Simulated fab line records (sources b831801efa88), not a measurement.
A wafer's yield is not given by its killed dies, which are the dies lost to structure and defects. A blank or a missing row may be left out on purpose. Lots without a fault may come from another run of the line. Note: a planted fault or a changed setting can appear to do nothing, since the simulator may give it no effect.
A lot that was struck, set against a sound lot	flow sky130	15 steps out of a route of 708
Sound: wafers L916.1, L916.3, L916.6. Wafers struck: L926.2, L926.3, L926.5. The cause is named last.
Per side, at each step with rows, come the tool, then ch with its chambers, and then its first start. Under that, the readings that differ: sound wafers	struck wafers	difference of the means	sigmas: that difference in standard deviations of wafers without a fault.
alike: words and numbers the same on both sides, and readings whose means are apart by under 2 such deviations; not compared: readings that were withheld, readings missing a value for some wafer, numbers with overlapping values and no deviation given by the record, and bounds like >300 which may hide the same value.
A row with sigmas, a row that says differs or no value, or rows on one side alone: a step with any of these is where the two part. When numbers do not overlap yet have no deviation, they are printed without sigmas and do not part them. Lack of a reading on every wafer of one side parts them only where that side has two or more wafers.

SKY_VT_ADJUST_LVTN_OVL_MEAS_07:
  sound on overlay-02, day 7 05:20; struck on overlay-02, day 10 00:02
  alike: VT_ADJUST_LVTN_OVL
following that, these wafers have no rows for 1 step: SKY_VT_ADJUST_LVTN_IMPLANT_08.
SKY_VT_ADJUST_LVTN_STRIP_09: strips in O2/N2.
  sound on plasma_asher-02 ch 0,1, day 7 05:31; struck on plasma_asher-02 ch 0,1, day 10 00:13
reading	sound	struck	difference	sigmas
oes_product_au (a.u.)	0.713 0.716 0.725	0.732 0.721 0.726	+0.008	+2
  alike: drypump_motor_current_A, strip_time_to_endpoint_s
  not compared: rf_hours_counter_h
SKY_VT_ADJUST_LVTN_TW_MEAS_10:
  sound on film_metro-03, day 7 05:37; struck on film_metro-03, day 10 00:20
  alike: VT_ADJUST_LVTN_TW
then, 7 steps without rows for these wafers: SKY_VT_ADJUST_LVTN_DEHYDRATE_11 (time 60 s); SKY_VT_ADJUST_LVTN_HMDS_12 (prime time 60 s); SKY_VT_ADJUST_LVTN_COAT_13 (resist thk 1140 nm); SKY_VT_ADJUST_LVTN_SOFTBAKE_14 (time 60 s); SKY_VT_ADJUST_LVTN_EXPOSE_15 (exposes mask HVN STD DERIVED, target cd 600 nm); SKY_VT_ADJUST_LVTN_PEB_16; SKY_VT_ADJUST_LVTN_DEVELOP_17 (develop time 60 s).
SKY_VT_ADJUST_LVTN_OVL_MEAS_18:
  sound on overlay-01, day 8 01:15; struck on overlay-01, day 10 23:20
reading	sound	struck	difference	sigmas
VT_ADJUST_LVTN_01_OVL (nm)	0.1 -0.9 1.0	2.7 4.8 1.7	+3.0	+2
SKY_VT_ADJUST_LVTN_IMPLANT_19:
  sound on implanter-04 ch 0, day 8 01:17; struck on implanter-01, day 10 23:24
  no value came back on the struck wafers for beam_energy_keV, beam_on_s (s); on the sound wafers beam_energy_keV reads 30.001 30.007 30.010
SKY_VT_ADJUST_LVTN_STRIP_20: strips in O2/N2.
  sound on plasma_asher-03 ch 0,1, day 8 01:26; struck on plasma_asher-03 ch 0,1, day 10 23:31
  alike: drypump_motor_current_A, oes_product_au, strip_time_to_endpoint_s
  not compared: rf_hours_counter_h
SKY_VT_ADJUST_LVTN_TW_MEAS_21:
  sound on film_metro-01, day 8 01:32; struck on film_metro-01, day 10 23:38
reading	sound	struck	difference	sigmas
VT_ADJUST_LVTN_2_TW	188.9 187.2 187.8	30.2 30.1 30.1	-157.8	-53

WHERE THEY PART
At SKY_VT_ADJUST_LVTN_STRIP_09 first; at SKY_VT_ADJUST_LVTN_TW_MEAS_21 last (within this record only).

WHY: the cause the simulator had injected
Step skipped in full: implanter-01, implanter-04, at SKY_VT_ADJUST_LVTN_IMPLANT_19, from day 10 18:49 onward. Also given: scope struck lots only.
